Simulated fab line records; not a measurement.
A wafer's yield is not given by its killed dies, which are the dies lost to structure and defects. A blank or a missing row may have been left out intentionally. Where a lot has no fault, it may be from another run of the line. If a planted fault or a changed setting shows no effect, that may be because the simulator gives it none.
The tool behind it: which one? || flow sky130 || 11 lots, 33 wafers sampled, at 4 steps of a route of 708

## WHAT THE GAUGES READ, wafer by wafer
SKY_LDD_LDN_OVL_MEAS_07. Usual: LDD_LDN_OVL 0.5 nm, standard deviation 1.4.
{"lot": "L601", "measured": "day 22 10:02", "on": "overlay-02", "LDD_LDN_OVL (nm)": "-2.0 -1.5 0.1", "flag": ""}
{"lot": "L602", "measured": "day 22 19:04", "on": "overlay-02", "LDD_LDN_OVL (nm)": "0.8 0.3 -1.3", "flag": ""}
{"lot": "L603", "measured": "day 23 16:08", "on": "overlay-01", "LDD_LDN_OVL (nm)": "3.1 1.3 3.2", "flag": ""}
{"lot": "L605", "measured": "day 24 06:02", "on": "overlay-01", "LDD_LDN_OVL (nm)": "0.3 -0.4 0.8", "flag": ""}
{"lot": "L606", "measured": "day 24 19:59", "on": "overlay-02", "LDD_LDN_OVL (nm)": "0.6 0.9 -1.4", "flag": ""}
{"lot": "L607", "measured": "day 25 01:11", "on": "overlay-01", "LDD_LDN_OVL (nm)": "1.1 -1.7 -0.1", "flag": ""}
{"lot": "L614", "measured": "day 27 08:26", "on": "overlay-02", "LDD_LDN_OVL (nm)": "1.4 1.8 1.4", "flag": ""}
{"lot": "L613", "measured": "day 27 08:38", "on": "overlay-01", "LDD_LDN_OVL (nm)": "-0.3 0.3 1.8", "flag": ""}
{"lot": "L618", "measured": "day 30 03:07", "on": "overlay-02", "LDD_LDN_OVL (nm)": "3.8 4.3 3.5", "flag": ""}
{"lot": "L619", "measured": "day 30 03:17", "on": "overlay-01", "LDD_LDN_OVL (nm)": "0.4 1.1 1.3", "flag": ""}
{"lot": "L621", "measured": "day 30 11:56", "on": "overlay-02", "LDD_LDN_OVL (nm)": "0.0 1.1 -0.2", "flag": ""}

SKY_LI_CONTACT_THK_MEAS_01. Usual: LI_CONTACT_HDPCVD_THK 923 nm, standard deviation 12.
{"lot": "L601", "measured": "day 27 11:53", "on": "film_metro-02", "LI_CONTACT_HDPCVD_THK (nm)": "927 933 940", "flag": ""}
{"lot": "L602", "measured": "day 27 18:27", "on": "film_metro-03", "LI_CONTACT_HDPCVD_THK (nm)": "930 942 937", "flag": ""}
{"lot": "L603", "measured": "day 28 14:25", "on": "film_metro-04", "LI_CONTACT_HDPCVD_THK (nm)": "957 961 941", "flag": ""}
{"lot": "L605", "measured": "day 29 03:53", "on": "film_metro-04", "LI_CONTACT_HDPCVD_THK (nm)": "922 896 916", "flag": ""}
{"lot": "L606", "measured": "day 29 16:49", "on": "film_metro-02", "LI_CONTACT_HDPCVD_THK (nm)": "937 930 932", "flag": ""}
{"lot": "L607", "measured": "day 29 23:41", "on": "film_metro-04", "LI_CONTACT_HDPCVD_THK (nm)": "909 924 928", "flag": ""}
{"lot": "L614", "measured": "day 32 00:43", "on": "film_metro-04", "LI_CONTACT_HDPCVD_THK (nm)": "1121 1110 1115", "flag": "OFF"}
{"lot": "L613", "measured": "day 32 07:19", "on": "film_metro-04", "LI_CONTACT_HDPCVD_THK (nm)": "1113 1127 1120", "flag": "OFF"}
{"lot": "L618", "measured": "day 35 01:19", "on": "film_metro-02", "LI_CONTACT_HDPCVD_THK (nm)": "915 908 922", "flag": ""}
{"lot": "L619", "measured": "day 35 02:01", "on": "film_metro-03", "LI_CONTACT_HDPCVD_THK (nm)": "905 906 931", "flag": ""}
{"lot": "L621", "measured": "day 35 03:55", "on": "film_metro-02", "LI_CONTACT_HDPCVD_THK (nm)": "909 889 912", "flag": ""}

## TOOL THAT RAN EACH LOT (tool first, then ch and the chambers of the sampled wafers, then the start)
{"lot": "L601", "SKY_POLY_CUT_ETCH_10": "rie_diel-03 ch 0,1,3, day 23 19:26", "SKY_LI_CONTACT_HDPCVD_00": "hdpcvd-01 ch 0,1,2, day 27 11:47"}
{"lot": "L602", "SKY_POLY_CUT_ETCH_10": "rie_diel-03 ch 0,2,3, day 24 02:46", "SKY_LI_CONTACT_HDPCVD_00": "hdpcvd-01 ch 0,1,2, day 27 18:21"}
{"lot": "L603", "SKY_POLY_CUT_ETCH_10": "rie_diel-02 ch 2,3, day 24 23:41", "SKY_LI_CONTACT_HDPCVD_00": "hdpcvd-01 ch 0,1, day 28 14:18"}
{"lot": "L605", "SKY_POLY_CUT_ETCH_10": "rie_diel-04 ch 0,1,3, day 25 13:52", "SKY_LI_CONTACT_HDPCVD_00": "hdpcvd-02 ch 0,2, day 29 03:47"}
{"lot": "L606", "SKY_POLY_CUT_ETCH_10": "rie_diel-02 ch 0,1, day 26 02:43", "SKY_LI_CONTACT_HDPCVD_00": "hdpcvd-01 ch 0,1, day 29 16:39"}
{"lot": "L607", "SKY_POLY_CUT_ETCH_10": "rie_diel-02 ch 1,2,3, day 26 09:22", "SKY_LI_CONTACT_HDPCVD_00": "hdpcvd-02 ch 0,1,2, day 29 23:35"}
{"lot": "L614", "SKY_POLY_CUT_ETCH_10": "rie_diel-03 ch 0,2,3, day 28 15:11", "SKY_LI_CONTACT_HDPCVD_00": "hdpcvd-01 ch 0,1,2, day 32 00:36"}
{"lot": "L613", "SKY_POLY_CUT_ETCH_10": "rie_diel-02 ch 0,1,3, day 28 19:57", "SKY_LI_CONTACT_HDPCVD_00": "hdpcvd-01 ch 0,1,2, day 32 07:12"}
{"lot": "L618", "SKY_POLY_CUT_ETCH_10": "rie_diel-03 ch 0,1, day 31 13:52", "SKY_LI_CONTACT_HDPCVD_00": "hdpcvd-02 ch 0,1,2, day 35 01:13"}
{"lot": "L619", "SKY_POLY_CUT_ETCH_10": "rie_diel-04 ch 1,3, day 31 14:44", "SKY_LI_CONTACT_HDPCVD_00": "hdpcvd-02 ch 0,2, day 35 01:54"}
{"lot": "L621", "SKY_POLY_CUT_ETCH_10": "rie_diel-04 ch 1,3, day 31 17:53", "SKY_LI_CONTACT_HDPCVD_00": "hdpcvd-02 ch 0,1,2, day 35 03:49"}
- SKY_POLY_CUT_ETCH_10: etches BARC in N2/H2, stops on SiO2, time 45.9 s, target depth 60 nm.
- SKY_LI_CONTACT_HDPCVD_00: deposits PSG, target thk 930 nm, time 155 s.

## AS READ BY THE TOOLS THEMSELVES (means over the sampled wafers that have a number; for cases with no such wafer, the mark the record gives instead)
SKY_POLY_CUT_ETCH_10. Usual: drypump_motor_current_A 5.8 A, standard deviation 0.31; oes_product_au 0.855 a.u., standard deviation 0.005; throttle_valve_pct 13.225 %, standard deviation 0.0092.
{"lot": "L601", "tool": "rie_diel-03", "drypump_motor_current_A (A)": 5.8, "oes_product_au (a.u.)": 0.857, "throttle_valve_pct (%)": 13.215, "flag": ""}
{"lot": "L602", "tool": "rie_diel-03", "drypump_motor_current_A (A)": 5.6, "oes_product_au (a.u.)": 0.853, "throttle_valve_pct (%)": 13.221, "flag": ""}
{"lot": "L603", "tool": "rie_diel-02", "drypump_motor_current_A (A)": 6.2, "oes_product_au (a.u.)": 0.857, "throttle_valve_pct (%)": 13.236, "flag": ""}
{"lot": "L605", "tool": "rie_diel-04", "drypump_motor_current_A (A)": 5.8, "oes_product_au (a.u.)": 0.856, "throttle_valve_pct (%)": 13.229, "flag": ""}
{"lot": "L606", "tool": "rie_diel-02", "drypump_motor_current_A (A)": 5.7, "oes_product_au (a.u.)": 0.856, "throttle_valve_pct (%)": 13.218, "flag": ""}
{"lot": "L607", "tool": "rie_diel-02", "drypump_motor_current_A (A)": 6.0, "oes_product_au (a.u.)": 0.858, "throttle_valve_pct (%)": 13.225, "flag": ""}
{"lot": "L614", "tool": "rie_diel-03", "drypump_motor_current_A (A)": 5.6, "oes_product_au (a.u.)": 0.854, "throttle_valve_pct (%)": 13.227, "flag": ""}
{"lot": "L613", "tool": "rie_diel-02", "drypump_motor_current_A (A)": 6.0, "oes_product_au (a.u.)": 0.856, "throttle_valve_pct (%)": 13.221, "flag": ""}
{"lot": "L618", "tool": "rie_diel-03", "drypump_motor_current_A (A)": 5.8, "oes_product_au (a.u.)": 0.848, "throttle_valve_pct (%)": 13.225, "flag": ""}
{"lot": "L619", "tool": "rie_diel-04", "drypump_motor_current_A (A)": 5.6, "oes_product_au (a.u.)": 0.854, "throttle_valve_pct (%)": 13.228, "flag": ""}
{"lot": "L621", "tool": "rie_diel-04", "drypump_motor_current_A (A)": 5.7, "oes_product_au (a.u.)": 0.861, "throttle_valve_pct (%)": 13.217, "flag": ""}

SKY_LI_CONTACT_HDPCVD_00. Usual: sih4_flow_sccm at 60.00 sccm, with a standard deviation of 0.2.
{"lot": "L601", "tool": "hdpcvd-01", "sih4_flow_sccm (sccm)": 60.20, "flag": ""}
{"lot": "L602", "tool": "hdpcvd-01", "sih4_flow_sccm (sccm)": 59.87, "flag": ""}
{"lot": "L603", "tool": "hdpcvd-01", "sih4_flow_sccm (sccm)": 59.71, "flag": ""}
{"lot": "L605", "tool": "hdpcvd-02", "sih4_flow_sccm (sccm)": 59.77, "flag": ""}
{"lot": "L606", "tool": "hdpcvd-01", "sih4_flow_sccm (sccm)": 59.99, "flag": ""}
{"lot": "L607", "tool": "hdpcvd-02", "sih4_flow_sccm (sccm)": 59.96, "flag": ""}
{"lot": "L614", "tool": "hdpcvd-01", "sih4_flow_sccm (sccm)": 72.00, "flag": "OFF"}
{"lot": "L613", "tool": "hdpcvd-01", "sih4_flow_sccm (sccm)": 71.84, "flag": "OFF"}
{"lot": "L618", "tool": "hdpcvd-02", "sih4_flow_sccm (sccm)": 60.03, "flag": ""}
{"lot": "L619", "tool": "hdpcvd-02", "sih4_flow_sccm (sccm)": 59.93, "flag": ""}
{"lot": "L621", "tool": "hdpcvd-02", "sih4_flow_sccm (sccm)": 60.00, "flag": ""}

## THE ANSWER, worked out from the rows above alone
Rule: a lot counts as off when the mean over its wafers that have a number is more than 3 standard deviations away from the usual mean. A lot without any number at a reading at which 4 lots or more have one is off too. Where the step has rows for the other lots, those lots are counted as sound. The gauges are gone through in route order, then the tools' own readings, and for those a lot's mean is taken as printed above. The first step at which some lot is off is used, and at that step the reading that is off furthest; a lot without a number counts as furthest.
Off: L614, L613, at SKY_LI_CONTACT_THK_MEAS_01 (LI_CONTACT_HDPCVD_THK).
A tool fits if, at a process step before that reading, it ran every lot that is off, and no sound lot after the first of them. Not tried: the gauges at SKY_LI_CONTACT_THK_MEAS_01; whatever is off there is also off at SKY_LI_CONTACT_HDPCVD_00, on other tools, and gauge error can't account for it. One candidate fits, namely hdpcvd-01 at SKY_LI_CONTACT_HDPCVD_00. Its last sound lot is L606 (day 29 16:39), its first lot that is off L614 (day 32 00:36): a fault that began between those two fits.
The tool's own readings at SKY_LI_CONTACT_HDPCVD_00 bear it out: on the lots that are off they differ by more than 5 times the standard deviation of the sound lots' means. sih4_flow_sccm reads 71.92 sccm there against 59.94 sccm on the sound lots.

## WHAT THE SIMULATOR HAD PUT IN
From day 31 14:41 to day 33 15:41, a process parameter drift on hdpcvd-01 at SKY_LI_CONTACT_HDPCVD_00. The setting sih4_flow_sccm was moved by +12, starting from 60. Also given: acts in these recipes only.
Lots struck among those shown: L614, L613. The rule given above showed the same thing.
